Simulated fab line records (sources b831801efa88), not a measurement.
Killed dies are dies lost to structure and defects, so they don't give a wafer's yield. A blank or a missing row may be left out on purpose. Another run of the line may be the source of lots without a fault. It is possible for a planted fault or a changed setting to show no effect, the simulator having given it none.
fab line records ; flow gf180mcu
[record] lots = 6; wafers = 18; lastDay = 34
route steps=602 shown DNWELL@39 NWELL@42 LVPWELL@54 MVSD@66 MVPSD@78
lots untouched by any fault: they come from a run of this same line in which no faults occurred
startH: hours from the record's opening day to when the first of the lot's shown wafers began ; waitH: time in hours since the lot's previous step ; " as in the row above ; L1.1+2: a row that stands for several wafers ; - value missing, or start not given ; * or withheld: withheld ; < > ~ a bound
route shown NAME@n: NAME is a module with steps in the file, n the number in the route of the first one ; usual: mean and standard deviation over wafers with no fault ; same: alike in all rows ; chamber/n: place in a boat ; sites: the reading at each site ; _std_site: how widely they spread, as a standard deviation ; _edge_site: mean of outer sites minus mean of inner sites ; radiusMm: for every site, how far away it sits from the centre of the wafer ; mask NAME#n: copy n ; behind: the most recent tool/chamber to have shaped the wafer ; hold: why the lot went on hold/how many hours it stayed there/how the hold came to an end ; device: the transistor (n, p or np) that didn't switch ; end of line: the tests these same wafers got at the end of their route ; a step with no rows: only its recipe ; killed: dies lost to structure and defects at the first sort, not the wafer's yield ; map: the dies of a wafer, with x for killed, . for not killed, _ for no die there
set.NAME: setting as actually run; set.NAME@STEP: the setting as run at that earlier step ; model.NAME: the simulator's own value behind a step, which no gauge read
lots at some steps of the route; a table a step, a row a wafer
services: when a tool's chamber went out of use (startH, in hours from the record's first day, below 0 if earlier), for how many hours, and the reason
[[steps]]
[step GF_DNWELL_IMPLANT_07]
[recipe] species = P; energyKev = 1500; doseCm2 = 1e+13; tiltDeg = 0
[step GF_DNWELL_STRIP_08]
[recipe] chemistry = O2/N2; powerW = 1400; pressureMtorr = 1500; platenTempC = 250; o2FlowSccm = 3000; n2FlowSccm = 300; overashFraction = 0.5
[usual] drypumpMotorCurrentA = 5.6/0.47; heaterPowerW = 322/61; oesProductAu = 0.723/0.0046; stripTimeToEndpointS = 36.95/0.094
lot.wafer;tool;chamber;startH;waitH;drypumpMotorCurrentA;heaterPowerW;oesProductAu;rfHoursCounterH;stripTimeToEndpointS
L207.1;plasmaAsher-01;1;57.54;0.1;5.0;338;0.722;40;36.99
L207.4;plasmaAsher-01;1;57.54;0.1;5.0;322;0.720;-;36.97
L207.6;plasmaAsher-01;1;57.54;0.1;5.0;335;0.723;-;37.04
L215.1;plasmaAsher-01;1;102.00;0.1;5.0;346;0.718;45;36.92
L215.2;plasmaAsher-01;0;102.00;0.1;5.5;273;0.727;45;37.07
L215.3;plasmaAsher-01;0;102.00;0.1;5.5;270;0.725;-;37.03
L216.1;plasmaAsher-03;0;105.85;0.1;6.2;250;0.722;44;37.04
L216.3;plasmaAsher-03;1;105.85;0.1;6.5;362;0.718;-;37.10
L216.6;plasmaAsher-03;0;105.85;0.1;6.2;251;0.715;-;37.05
L218.1;plasmaAsher-02;1;117.25;0.1;5.9;279;0.724;48;36.93
L218.4;plasmaAsher-02;0;117.25;0.1;5.3;423;0.723;-;37.08
L218.6;plasmaAsher-02;1;117.25;0.1;5.9;271;0.719;-;37.04
L221.2;plasmaAsher-01;0;133.50;0.1;5.5;276;0.720;2;36.95
L221.3;plasmaAsher-01;1;133.50;0.1;5.0;340;0.723;-;37.09
L221.6;plasmaAsher-01;0;133.50;0.1;5.5;278;0.723;-;36.90
L227.3;plasmaAsher-02;0;168.13;0.1;5.4;427;0.730;-;36.91
L227.4;plasmaAsher-02;1;168.13;0.1;5.9;276;0.726;-;36.91
L227.5;plasmaAsher-02;0;168.13;0.1;5.4;423;0.730;-;36.95
[step GF_DNWELL_TW_MEAS_09]
[usual] DNWELL_TW = 1347/20
lot.wafer;tool;chamber;startH;waitH;DNWELL_TW
L207.1;filmMetro-04;-;57.64;0.1;1351
L207.4;filmMetro-04;-;57.64;0.1;1350
L207.6;filmMetro-04;-;57.64;0.1;1352
L215.1;filmMetro-01;-;102.10;0.1;1362
L215.2;filmMetro-01;-;102.10;0.1;1372
L215.3;filmMetro-01;-;102.10;0.1;1368
L216.1;filmMetro-04;-;105.95;0.1;1325
L216.3;filmMetro-04;-;105.95;0.1;1334
L216.6;filmMetro-04;-;105.95;0.1;1333
L218.1;filmMetro-01;-;117.35;0.1;1374
L218.4;filmMetro-01;-;117.35;0.1;1365
L218.6;filmMetro-01;-;117.35;0.1;1374
L221.2;filmMetro-02;-;133.61;0.1;1325
L221.3;filmMetro-02;-;133.61;0.1;1325
L221.6;filmMetro-02;-;133.61;0.1;1317
L227.3;filmMetro-01;-;168.22;0.1;1365
L227.4;filmMetro-01;-;168.22;0.1;1358
L227.5;filmMetro-01;-;168.22;0.1;1362
[step GF_NWELL_DEHYDRATE_00]
[recipe] tempC = 200; timeS = 60
[step GF_NWELL_HMDS_01]
[recipe] primeTimeS = 60; primeTempC = 120
[step GF_NWELL_COAT_02]
[recipe] spinRpm = 2000; resistThkNm = 3000
[step GF_NWELL_SOFTBAKE_03]
[recipe] tempC = 110; timeS = withheld
[step GF_NWELL_EXPOSE_04]
[recipe] maskId = Nwell; targetCdNm = 860; na = 0.6; sourceShape = conventional; sigmaOuter = 0.6; doseMj = 260
[step GF_NWELL_PEB_05]
[recipe] tempC = 115; timeS = withheld
[step GF_NWELL_DEVELOP_06]
[recipe] wallAngleDeg = 90; developTimeS = 60; devTempC = 23
[step GF_NWELL_OVL_MEAS_07]
[usual] NWELL_OVL = -1.1/1
lot.wafer;tool;chamber;startH;waitH;NWELL_OVL[nm]
L207.1;overlay-02;-;70.74;-;-1.6
L207.4;overlay-02;-;70.74;-;-0.9
L207.6;overlay-02;-;70.74;-;-2.4
L215.1;overlay-01;-;116.00;-;-3.2
L215.2;overlay-01;-;116.00;-;-2.0
L215.3;overlay-01;-;116.00;-;-2.6
L216.1;overlay-02;-;120.19;-;-0.2
L216.3;overlay-02;-;120.19;-;-1.8
L216.6;overlay-02;-;120.19;-;-0.4
L218.1;overlay-01;-;132.49;-;-1.3
L218.4;overlay-01;-;132.49;-;-0.6
L218.6;overlay-01;-;132.49;-;-2.6
L221.2;overlay-02;-;148.95;-;-1.0
L221.3;overlay-02;-;148.95;-;0.3
L221.6;overlay-02;-;148.95;-;-0.2
L227.3;overlay-01;-;184.56;-;-2.1
L227.4;overlay-01;-;184.56;-;-0.8
L227.5;overlay-01;-;184.56;-;-2.4
[step GF_NWELL_IMPLANT_08]
[recipe] species = P; energyKev = 450; doseCm2 = 1.5e+13; tiltDeg = 0
[step GF_NWELL_IMPLANT_09]
[recipe] species = P; energyKev = 160; doseCm2 = 4e+12; tiltDeg = 0
[usual] beamEnergyKeV = 160.00/0.057; beamOnS = 9.99/0.21; doseIonsCm2 = 4.001e+12/4.2e+09
lot.wafer;tool;chamber;startH;waitH;beamEnergyKeV;beamOnS;doseIonsCm2
L207.1;implanter-01;0;70.93;0.1;160.01;9.87;3.992e+12
L207.4;implanter-01;0;70.93;0.1;160.05;10.10;3.999e+12
L207.6;implanter-01;0;70.93;0.1;160.03;10.40;4e+12
L215.1;implanter-02;-;116.18;0.1;-;-;-
L215.2;implanter-02;-;116.18;0.1;-;-;-
L215.3;implanter-02;-;116.18;0.1;-;-;-
L216.1;implanter-02;-;120.38;0.1;-;-;-
L216.3;implanter-02;-;120.38;0.1;-;-;-
L216.6;implanter-02;-;120.38;0.1;-;-;-
L218.1;implanter-04;0;132.68;0.1;160.06;10.06;3.996e+12
L218.4;implanter-04;0;132.68;0.1;160.00;9.83;3.997e+12
L218.6;implanter-04;0;132.68;0.1;160.07;9.97;3.998e+12
L221.2;implanter-04;0;149.15;0.1;159.96;9.96;4.002e+12
L221.3;implanter-04;0;149.15;0.1;159.89;10.01;4.006e+12
L221.6;implanter-04;0;149.15;0.1;160.01;9.91;4.007e+12
L227.3;implanter-02;0;184.78;0.1;159.90;9.75;4.004e+12
L227.4;implanter-02;0;184.78;0.1;159.90;9.70;4.005e+12
L227.5;implanter-02;0;184.78;0.1;159.96;10.01;4.006e+12
[step GF_NWELL_STRIP_10]
[recipe] chemistry = O2/N2; powerW = 1400; pressureMtorr = 1500; platenTempC = 250; o2FlowSccm = 3000; n2FlowSccm = 300; overashFraction = 0.5
[usual] drypumpMotorCurrentA = 5.9/0.46; heaterPowerW = 323/59; oesProductAu = 0.723/0.0046; stripTimeToEndpointS = 36.95/0.085
lot.wafer;tool;chamber;startH;waitH;drypumpMotorCurrentA;heaterPowerW;oesProductAu;rfHoursCounterH;stripTimeToEndpointS
L207.1;plasmaAsher-04;1;71.08;0.1;5.4;315;0.722;27;36.78
L207.4;plasmaAsher-04;1;71.08;0.1;5.3;326;0.718;-;36.81
L207.6;plasmaAsher-04;0;71.08;0.1;6.3;305;0.722;-;36.73
L215.1;plasmaAsher-02;1;116.33;0.1;5.9;271;0.729;48;36.85
L215.2;plasmaAsher-02;0;116.33;0.1;5.3;418;0.723;48;36.84
L215.3;plasmaAsher-02;1;116.33;0.1;5.9;275;0.722;-;36.78
L216.1;plasmaAsher-03;1;120.53;0.1;6.5;355;0.724;46;36.93
L216.3;plasmaAsher-03;0;120.53;0.1;6.2;253;0.723;-;36.93
L216.6;plasmaAsher-03;0;120.53;0.1;6.2;249;0.728;-;36.84
L218.1;plasmaAsher-04;1;132.83;0.1;5.3;323;0.729;33;37.02
L218.4;plasmaAsher-04;1;132.83;0.1;5.3;328;0.717;-;37.05
L218.6;plasmaAsher-04;0;132.83;0.1;6.3;306;0.721;-;37.07
L221.2;plasmaAsher-02;1;149.28;0.1;5.9;265;0.710;51;37.01
L221.3;plasmaAsher-02;1;149.28;0.1;6.0;273;0.729;-;36.95
L221.6;plasmaAsher-02;1;149.28;0.1;6.0;280;0.722;-;37.01
L227.3;plasmaAsher-04;1;184.91;0.1;5.3;322;0.719;-;37.13
L227.4;plasmaAsher-04;0;184.91;0.1;6.3;291;0.717;-;37.16
L227.5;plasmaAsher-04;0;184.91;0.1;6.3;299;0.718;-;37.06
[step GF_NWELL_TW_MEAS_11]
[usual] NWELL_TW = 1568/23
lot.wafer;tool;chamber;startH;waitH;NWELL_TW
L207.1;filmMetro-03;-;71.18;0.1;1553
L207.4;filmMetro-03;-;71.18;0.1;1554
L207.6;filmMetro-03;-;71.18;0.1;1550
L215.1;filmMetro-02;-;116.43;0.1;1470
L215.2;filmMetro-02;-;116.43;0.1;1461
L215.3;filmMetro-02;-;116.43;0.1;1463
L216.1;filmMetro-03;-;120.63;0.1;1479
L216.3;filmMetro-03;-;120.63;0.1;1477
L216.6;filmMetro-03;-;120.63;0.1;1481
L218.1;filmMetro-01;-;132.93;0.1;1585
L218.4;filmMetro-01;-;132.93;0.1;1594
L218.6;filmMetro-01;-;132.93;0.1;1593
L221.2;filmMetro-03;-;149.39;0.1;1545
L221.3;filmMetro-03;-;149.39;0.1;1542
L221.6;filmMetro-03;-;149.39;0.1;1542
L227.3;filmMetro-01;-;185.00;0.1;1580
L227.4;filmMetro-01;-;185.00;0.1;1582
L227.5;filmMetro-01;-;185.00;0.1;1580
[step GF_LVPWELL_DEHYDRATE_00]
[recipe] tempC = 200; timeS = 60
[step GF_LVPWELL_HMDS_01]
[recipe] primeTimeS = 60; primeTempC = 120
[step GF_LVPWELL_COAT_02]
[recipe] spinRpm = 2000; resistThkNm = 3000
[step GF_LVPWELL_SOFTBAKE_03]
[recipe] tempC = 110; timeS = withheld
[step GF_LVPWELL_EXPOSE_04]
[recipe] maskId = LVPWELL; targetCdNm = 600; na = 0.6; sourceShape = conventional; sigmaOuter = 0.6; doseMj = 260
[step GF_LVPWELL_PEB_05]
[recipe] tempC = 115; timeS = withheld
[step GF_LVPWELL_DEVELOP_06]
[recipe] wallAngleDeg = 90; developTimeS = 60; devTempC = 23
[step GF_LVPWELL_OVL_MEAS_07]
[usual] LVPWELL_OVL = -1.1/1.5
lot.wafer;tool;chamber;startH;waitH;LVPWELL_OVL[nm]
L207.1;overlay-01;-;84.15;-;-1.4
L207.4;overlay-01;-;84.15;-;0.2
L207.6;overlay-01;-;84.15;-;-0.2
L215.1;overlay-02;-;131.10;-;-1.6
L215.2;overlay-02;-;131.10;-;-3.3
L215.3;overlay-02;-;131.10;-;-2.5
L216.1;overlay-01;-;135.79;-;-1.0
L216.3;overlay-01;-;135.79;-;-0.9
L216.6;overlay-01;-;135.79;-;-1.2
L218.1;overlay-02;-;148.00;-;-1.8
L218.4;overlay-02;-;148.00;-;0.0
L218.6;overlay-02;-;148.00;-;0.0
L221.2;overlay-01;-;164.95;-;-0.6
L221.3;overlay-01;-;164.95;-;-1.3
L221.6;overlay-01;-;164.95;-;0.5
L227.3;overlay-02;-;201.35;-;1.0
L227.4;overlay-02;-;201.35;-;1.6
L227.5;overlay-02;-;201.35;-;2.7
[step GF_LVPWELL_IMPLANT_08]
[recipe] species = B; energyKev = 170; doseCm2 = 1.5e+13; tiltDeg = 0
[step GF_LVPWELL_IMPLANT_09]
[recipe] species = B; energyKev = 60; doseCm2 = 5e+12; tiltDeg = 0
[step GF_LVPWELL_STRIP_10]
[recipe] chemistry = O2/N2; powerW = 1400; pressureMtorr = 1500; platenTempC = 250; o2FlowSccm = 3000; n2FlowSccm = 300; overashFraction = 0.5
[usual] drypumpMotorCurrentA = 5.6/0.42; heaterPowerW = 324/53; oesProductAu = 0.722/0.0041; stripTimeToEndpointS = 36.93/0.088
lot.wafer;tool;chamber;startH;waitH;drypumpMotorCurrentA;heaterPowerW;oesProductAu;rfHoursCounterH;stripTimeToEndpointS
L207.1;plasmaAsher-01;1;84.48;0.1;5.0;334;0.714;43;36.89
L207.4;plasmaAsher-01;0;84.48;0.1;5.6;269;0.716;-;36.96
L207.6;plasmaAsher-01;0;84.48;0.1;5.5;268;0.720;-;37.15
L215.1;plasmaAsher-04;1;131.43;0.1;5.3;315;0.725;33;36.84
L215.2;plasmaAsher-04;0;131.43;0.1;6.4;302;0.715;33;36.87
L215.3;plasmaAsher-04;0;131.43;0.1;6.3;306;0.719;-;36.78
L216.1;plasmaAsher-01;1;136.12;0.1;5.0;347;0.721;2;37.10
L216.3;plasmaAsher-01;0;136.12;0.1;5.5;284;0.723;-;37.08
L216.6;plasmaAsher-01;0;136.12;0.1;5.5;278;0.722;-;37.00
L218.1;plasmaAsher-02;1;148.33;0.1;5.9;270;0.719;51;36.93
L218.4;plasmaAsher-02;1;148.33;0.1;5.9;276;0.726;-;36.87
L218.6;plasmaAsher-02;1;148.33;0.1;5.9;272;0.726;-;36.83
L221.2;plasmaAsher-02;0;165.28;0.1;5.3;421;0.722;53;36.87
L221.3;plasmaAsher-02;1;165.28;0.1;6.0;270;0.720;-;36.85
L221.6;plasmaAsher-02;0;165.28;0.1;5.4;433;0.723;-;37.03
L227.3;plasmaAsher-02;0;201.71;0.1;5.4;413;0.730;-;36.86
L227.4;plasmaAsher-02;1;201.71;0.1;5.9;272;0.724;-;37.04
L227.5;plasmaAsher-02;0;201.71;0.1;5.3;417;0.715;-;36.89
[step GF_LVPWELL_TW_MEAS_11]
[usual] LVPWELL_TW = 558/8.2
lot.wafer;tool;chamber;startH;waitH;LVPWELL_TW
L207.1;filmMetro-01;-;84.58;0.1;568
L207.4;filmMetro-01;-;84.58;0.1;565
L207.6;filmMetro-01;-;84.58;0.1;570
L215.1;filmMetro-01;-;131.53;0.1;561
L215.2;filmMetro-01;-;131.53;0.1;565
L215.3;filmMetro-01;-;131.53;0.1;559
L216.1;filmMetro-01;-;136.22;0.1;565
L216.3;filmMetro-01;-;136.22;0.1;565
L216.6;filmMetro-01;-;136.22;0.1;567
L218.1;filmMetro-02;-;148.43;0.1;547
L218.4;filmMetro-02;-;148.43;0.1;546
L218.6;filmMetro-02;-;148.43;0.1;547
L221.2;filmMetro-02;-;165.39;0.1;548
L221.3;filmMetro-02;-;165.39;0.1;547
L221.6;filmMetro-02;-;165.39;0.1;550
L227.3;filmMetro-03;-;201.79;0.1;556
L227.4;filmMetro-03;-;201.79;0.1;552
L227.5;filmMetro-03;-;201.79;0.1;553
[step GF_MVSD_DEHYDRATE_00]
[recipe] tempC = 200; timeS = 60
[step GF_MVSD_HMDS_01]
[recipe] primeTimeS = 60; primeTempC = 120
[step GF_MVSD_COAT_02]
[recipe] spinRpm = 2000; resistThkNm = 3000
[step GF_MVSD_SOFTBAKE_03]
[recipe] tempC = 110; timeS = withheld
[step GF_MVSD_EXPOSE_04]
[recipe] maskId = MVSD; targetCdNm = 1000; na = 0.6; sourceShape = conventional; sigmaOuter = 0.6; doseMj = 260
[step GF_MVSD_PEB_05]
[recipe] tempC = 115; timeS = withheld
[step GF_MVSD_DEVELOP_06]
[recipe] wallAngleDeg = 90; developTimeS = 60; devTempC = 23
[step GF_MVSD_OVL_MEAS_07]
[usual] MVSD_OVL = -0.6/1.3
lot.wafer;tool;chamber;startH;waitH;MVSD_OVL[nm]
L207.1;overlay-02;-;98.89;-;-0.1
L207.4;overlay-02;-;98.89;-;0.6
L207.6;overlay-02;-;98.89;-;1.0
L215.1;overlay-01;-;146.59;-;-2.5
L215.2;overlay-01;-;146.59;-;0.5
L215.3;overlay-01;-;146.59;-;-0.6
L216.1;overlay-01;-;151.25;-;-1.0
L216.3;overlay-01;-;151.25;-;-2.4
L216.6;overlay-01;-;151.25;-;-0.8
L218.1;overlay-01;-;163.54;-;0.2
L218.4;overlay-01;-;163.54;-;-0.1
L218.6;overlay-01;-;163.54;-;1.0
L221.2;overlay-01;-;181.35;-;0.4
L221.3;overlay-01;-;181.35;-;-0.3
L221.6;overlay-01;-;181.35;-;-0.7
L227.3;overlay-02;-;219.45;-;0.0
L227.4;overlay-02;-;219.45;-;-0.5
L227.5;overlay-02;-;219.45;-;0.1
[step GF_MVSD_IMPLANT_08]
[recipe] species = P; energyKev = 400; doseCm2 = 1.6e+13; tiltDeg = 0
[step GF_MVSD_IMPLANT_09]
[recipe] species = P; energyKev = 100; doseCm2 = 5e+12; tiltDeg = 0
[step GF_MVSD_STRIP_10]
[recipe] chemistry = O2/N2; powerW = 1400; pressureMtorr = 1500; platenTempC = 250; o2FlowSccm = 3000; n2FlowSccm = 300; overashFraction = 0.5
[usual] drypumpMotorCurrentA = 6.0/0.51; heaterPowerW = 309/41; oesProductAu = 0.722/0.0045; stripTimeToEndpointS = 36.95/0.093
lot.wafer;tool;chamber;startH;waitH;drypumpMotorCurrentA;heaterPowerW;oesProductAu;rfHoursCounterH;stripTimeToEndpointS
L207.1;plasmaAsher-04;0;99.22;0.1;6.3;305;0.717;30;37.14
L207.4;plasmaAsher-04;0;99.22;0.1;6.3;305;0.727;-;37.09
L207.6;plasmaAsher-04;1;99.22;0.1;5.3;324;0.719;-;37.17
L215.1;plasmaAsher-01;0;146.92;0.1;5.5;290;0.718;3;36.89
L215.2;plasmaAsher-01;1;146.92;0.1;5.0;351;0.715;3;37.03
L215.3;plasmaAsher-01;0;146.92;0.1;5.5;282;0.725;-;36.95
L216.1;plasmaAsher-04;0;151.58;0.1;6.3;299;0.724;36;36.96
L216.3;plasmaAsher-04;0;151.58;0.1;6.3;301;0.727;-;36.94
L216.6;plasmaAsher-04;1;151.58;0.1;5.3;324;0.722;-;36.81
L218.1;plasmaAsher-04;0;163.87;0.1;6.3;300;0.723;37;36.92
L218.4;plasmaAsher-04;1;163.87;0.1;5.3;318;0.730;-;36.93
L218.6;plasmaAsher-04;0;163.87;0.1;6.3;306;0.724;-;36.93
L221.2;plasmaAsher-01;1;181.68;0.1;5.0;347;0.722;6;37.05
L221.3;plasmaAsher-01;0;181.68;0.1;5.5;279;0.722;-;36.92
L221.6;plasmaAsher-01;1;181.68;0.1;5.0;344;0.723;-;36.98
L227.3;plasmaAsher-03;1;219.80;0.1;6.5;357;0.726;-;36.79
L227.4;plasmaAsher-03;0;219.80;0.1;6.2;252;0.720;-;36.86
L227.5;plasmaAsher-03;1;219.80;0.1;6.5;358;0.712;-;36.83
[step GF_MVSD_TW_MEAS_11]
[usual] MVSD_TW = 1573/22
lot.wafer;tool;chamber;startH;waitH;MVSD_TW
L207.1;filmMetro-03;-;99.32;0.1;1556
L207.4;filmMetro-03;-;99.32;0.1;1555
L207.6;filmMetro-03;-;99.32;0.1;1561
L215.1;filmMetro-01;-;147.02;0.1;1595
L215.2;filmMetro-01;-;147.02;0.1;1591
L215.3;filmMetro-01;-;147.02;0.1;1592
L216.1;filmMetro-02;-;151.68;0.1;1544
L216.3;filmMetro-02;-;151.68;0.1;1544
L216.6;filmMetro-02;-;151.68;0.1;1541
L218.1;filmMetro-03;-;163.97;0.1;1556
L218.4;filmMetro-03;-;163.97;0.1;1546
L218.6;filmMetro-03;-;163.97;0.1;1538
L221.2;filmMetro-02;-;181.79;0.1;1544
L221.3;filmMetro-02;-;181.79;0.1;1540
L221.6;filmMetro-02;-;181.79;0.1;1540
L227.3;filmMetro-03;-;219.89;0.1;1548
L227.4;filmMetro-03;-;219.89;0.1;1561
L227.5;filmMetro-03;-;219.89;0.1;1564
[step GF_MVPSD_DEHYDRATE_00]
[recipe] tempC = 200; timeS = 60
[step GF_MVPSD_HMDS_01]
[recipe] primeTimeS = 60; primeTempC = 120
[step GF_MVPSD_COAT_02]
[recipe] spinRpm = 2000; resistThkNm = 3000
[step GF_VT_IMPLANT_RS_MEAS_47]
[recipe] thkMeasGauge = four-point-probe
[usual] NWELL_RS = 487.7/1.3
lot.wafer;tool;chamber;startH;waitH;NWELL_RS[ohm/sq]
L207.1;filmMetro-01;-;177.45;0.1;487.8
L207.4;filmMetro-01;-;177.45;0.1;486.9
L207.6;filmMetro-01;-;177.45;0.1;487.6
L215.1;filmMetro-02;-;232.25;0.1;-
L215.2;filmMetro-02;-;232.25;0.1;-
L215.3;filmMetro-02;-;232.25;0.1;-
L216.1;filmMetro-02;-;236.56;0.1;-
L216.3;filmMetro-02;-;236.56;0.1;-
L216.6;filmMetro-02;-;236.56;0.1;-
L218.1;filmMetro-03;-;251.35;0.1;486.0
L218.4;filmMetro-03;-;251.35;0.1;488.5
L218.6;filmMetro-03;-;251.35;0.1;485.4
L221.2;filmMetro-03;-;272.77;0.1;486.9
L221.3;filmMetro-03;-;272.77;0.1;487.2
L221.6;filmMetro-03;-;272.77;0.1;487.1
L227.3;filmMetro-01;-;317.15;0.1;488.3
L227.4;filmMetro-01;-;317.15;0.1;487.4
L227.5;filmMetro-01;-;317.15;0.1;488.7
[[services]]
tool;chamber;startH;hours;kind
implanter-02;-;39.45;5.5;pm
implanter-01;-;50.85;4.5;pm
implanter-01;-;98.35;3.4;repair
plasmaAsher-01;-;108.75;9.0;pm
plasmaAsher-01;0;108.75;9.0;ventCycle
plasmaAsher-01;1;108.75;9.0;ventCycle
plasmaAsher-01;0;117.75;-;clean
plasmaAsher-01;1;117.75;-;clean
implanter-02;-;139.99;2.9;repair
plasmaAsher-02;-;142.36;2.8;pm
plasmaAsher-03;-;145.90;2.8;pm
implanter-01;-;170.31;10.0;repair
plasmaAsher-04;-;200.92;1.8;repair
[[key]]
[firstSign] step = GF_NWELL_IMPLANT_09; reading = toolRecord; direction = missing
[effect] step = GF_NWELL_TW_MEAS_11; reading = NWELL_TW; direction = down; sigmas = 4.2; usual = 1568; struck = 1472
[effect] step = GF_VT_IMPLANT_RS_MEAS_47; reading = NWELL_RS; direction = missing
metAt GF_NWELL_IMPLANT_09
struckWafers L215.1,L215.2,L215.3,L216.1,L216.3,L216.6
laterRowsLeftOut L215.1,L215.2,L215.3,L216.1,L216.3,L216.6
sortLeftOut L215.1,L215.2,L215.3,L216.1,L216.3,L216.6
testerLeftOut L215,L216
[fault] kind = skippedStepWhole; tool = implanter-02; chamber = -; onsetH = 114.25; steps = GF_NWELL_IMPLANT_09; scope = struckLotsOnly
// testerLeftOut: of these lots the tester's yield and bins aren't shown, on N5 and GAA mostly nor the transistor test; their killed dies are dies lost to structure and defects alone, not to doping, threshold or leakage, so they don't give the yield
// sortLeftOut: the simulated sort isn't trusted on such a fault, so these wafers' sort isn't shown, and their yield isn't known
// laterRowsLeftOut: the simulator's readings of these wafers behind a module that went badly wrong aren't trusted and aren't shown, but for the sort
